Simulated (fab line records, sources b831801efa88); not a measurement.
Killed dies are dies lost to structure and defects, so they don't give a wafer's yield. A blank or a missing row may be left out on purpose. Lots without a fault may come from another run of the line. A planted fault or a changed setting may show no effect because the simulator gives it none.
Problem report in the 8D (eight disciplines) form, filled by code | flow sky130 | the parts of the form that need people (team, actions taken, sign-off) are left out

1. THE PROBLEM
CAPM_TIN_RS at SKY_CAPM_RS_MEAS_03 reads a mean of 4.45 ohm/sq on 2 wafers of 2 lots; wafers without a fault read 6.89 ohm/sq with a standard deviation of 0.062. That is -39 standard deviations from the usual mean.
The step: measures by four-point-probe.
First seen on wafer L278.1, day 42 08:48, on film_metro-03. The record holds 30 wafers of 10 lots with a number at this step. Rule for "out", or "out of limits": more than 4 standard deviations from the usual mean. The other wafers with a number count as sound.

2. WHAT IT IS AND WHAT IT IS NOT
question                    | is                           | is not
which readings at this step | CAPM_TIN_RS                  | -
which lots                  | L278, L279                   | L260, L262, L264, L265, L266, L268, L270, L281
which wafers of those lots  | L278.1, L279.6               | L278.2, L278.6, L279.1, L279.4
read on which gauges        | film_metro-02, film_metro-03 | film_metro-04
when                        | from day 42 08:48            | up to then (23 sound wafers); but 5 sound wafers of L279, L281 came after

3. SUSPECTS, AND WHAT RULES EACH OUT
Counting: a tool at a process step up to the reading stays a suspect if it ran every lot that is out. Sound lots after the first of them don't rule it out here, since some wafers of a struck lot are sound.
- the gauge at SKY_CAPM_RS_MEAS_03: ruled out. The wafers that are out were read on 2 gauges (film_metro-02, film_metro-03).
- pvd_sputter-04 at SKY_CAPM_SPUTTER_02 (material TiN, target thk 200 nm, time 166.7 s): kept. It ran every lot that is out, first L278 (day 42 08:41); its last sound lot up to then is L270 (day 39 18:22). Its own readings are out on those wafers: cathode_dc_power_W.
Left after counting: pvd_sputter-04 at SKY_CAPM_SPUTTER_02.

4. THE CAUSE (what the simulator had put in)
Process parameter drift: pvd_sputter-04, from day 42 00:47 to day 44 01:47, at SKY_CAPM_SPUTTER_02. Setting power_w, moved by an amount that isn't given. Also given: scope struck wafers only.
Counting left only this tool.

5. THE CHAIN OF EFFECTS, in route order
Each row: a reading whose mean over the struck wafers that have a number lies more than 3 standard deviations from the usual. Only readings for which the record gives a usual standard deviation are gone through. hours: the time from each lot's start at the first step in this table that gives one to its start at this step, as a median over the lots. sigmas: the change in usual standard deviations.
hours | step                   | reading            | usual       | on struck wafers | change  | sigmas
0     | SKY_CAPM_SPUTTER_02    | cathode_dc_power_W | 6500.3 W    | 10031.0          | +3530.7 | +99 or more
0     | SKY_CAPM_RS_MEAS_03    | CAPM_TIN_RS        | 6.89 ohm/sq | 4.45             | -2.44   | -39
0     | SKY_CAPM_THK_MEAS_04   | CAPM_TIN_THK       | 200.6 nm    | 306.8            | +106.2  | +42
23    | SKY_CAPM_METAL_ETCH_13 | oes_product_au     | 0.943 a.u.  | 0.996            | +0.053  | +8.5
23    | SKY_CAPM_METAL_ETCH_13 | throttle_valve_pct | 21.900 %    | 21.866           | -0.034  | -3.8
The process steps in it:
- SKY_CAPM_SPUTTER_02: material TiN, target thk 200 nm, time 166.7 s.
- SKY_CAPM_METAL_ETCH_13: etches TiN in Cl2/BCl3, stops on SiO2, target depth 220 nm, time 62.9 s.

6. WHAT WOULD HAVE CAUGHT IT SOONER
In this record the first reading out of limits at a measuring or inspecting step was taken at day 42 08:48, 8 hours after the fault began at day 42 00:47.
The tool's own readings at SKY_CAPM_SPUTTER_02 were out on every struck wafer that the step has a row for (cathode_dc_power_W): an alarm limit on them would have fired on the first of those.
Of the lots that are out (2), L279 began SKY_CAPM_SPUTTER_02 on pvd_sputter-04 after day 42 08:48. A hold on the tool at that time would have spared it.
